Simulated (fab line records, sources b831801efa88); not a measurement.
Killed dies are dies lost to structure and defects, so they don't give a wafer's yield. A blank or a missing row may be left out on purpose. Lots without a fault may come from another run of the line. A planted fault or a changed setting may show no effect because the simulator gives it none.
Chamber matching | flow gf180mcu | GF_V5_CMP_04 on cmp-01: 4 sister chambers
The step polishes SiO2. 16 wafers are shown with their chamber, then 8 later ones without.

WAFERS WITH THEIR CHAMBER
wafer  | chamber | motor_current_A (A)
L827.1 | 1       | 10.3
L827.3 | 0       | 11.7
L827.6 | 2       | 12.5
L829.1 | 3       | 11.9
L829.5 | 0       | 11.5
L829.6 | 3       | 11.9
L836.3 | 0       | 11.7
L836.4 | 3       | 11.1
L836.6 | 1       | 9.6
L839.4 | 2       | 12.3
L839.5 | 2       | 12.2
L839.6 | 3       | 11.4
L840.1 | 1       | 9.9
L840.4 | 0       | 11.9
L840.6 | 1       | 9.8
L843.3 | 2       | 12.8

SIGNATURES (means of the wafers above)
reading         | chamber 0 | chamber 1 | chamber 2 | chamber 3 | scatter within a chamber
motor_current_A | 11.700    | 9.900     | 12.450    | 11.575    | 0.291
Rule: a wafer's distance from a chamber is the root of the sum, over the readings, of the square of ((its reading less the chamber's mean) divided by the reading's scatter). The wafer belongs to the nearest chamber; if the next one is less than 2 further off, it can't be placed. The scatter: the root of (the sum of the squares of (reading less its chamber's mean) over the shown wafers, divided by (wafers less chambers)).

WAFERS WITHOUT THEIR CHAMBER
wafer  | motor_current_A (A)
L843.5 | 11.6
L843.6 | 11.4
L844.1 | 12.1
L844.3 | 10.2
L844.6 | 11.5
L846.1 | 9.6
L846.5 | 13.0
L846.6 | 10.0

WHICH CHAMBER EACH WENT THROUGH
wafer  | from the rows above          | in truth
L843.5 | can't be placed: 3 or 0      | 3
L843.6 | can't be placed: 3 or 0      | 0
L844.1 | can't be placed: 2 or 0 or 3 | 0
L844.3 | 1                            | 1
L844.6 | can't be placed: 3 or 0      | 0
L846.1 | 1                            | 1
L846.5 | 2                            | 2
L846.6 | 1                            | 1
Placed correctly: 4 of 8. Can't be placed from these rows: 4 (the true chamber is among the candidates in 4). Placed wrongly: 0.
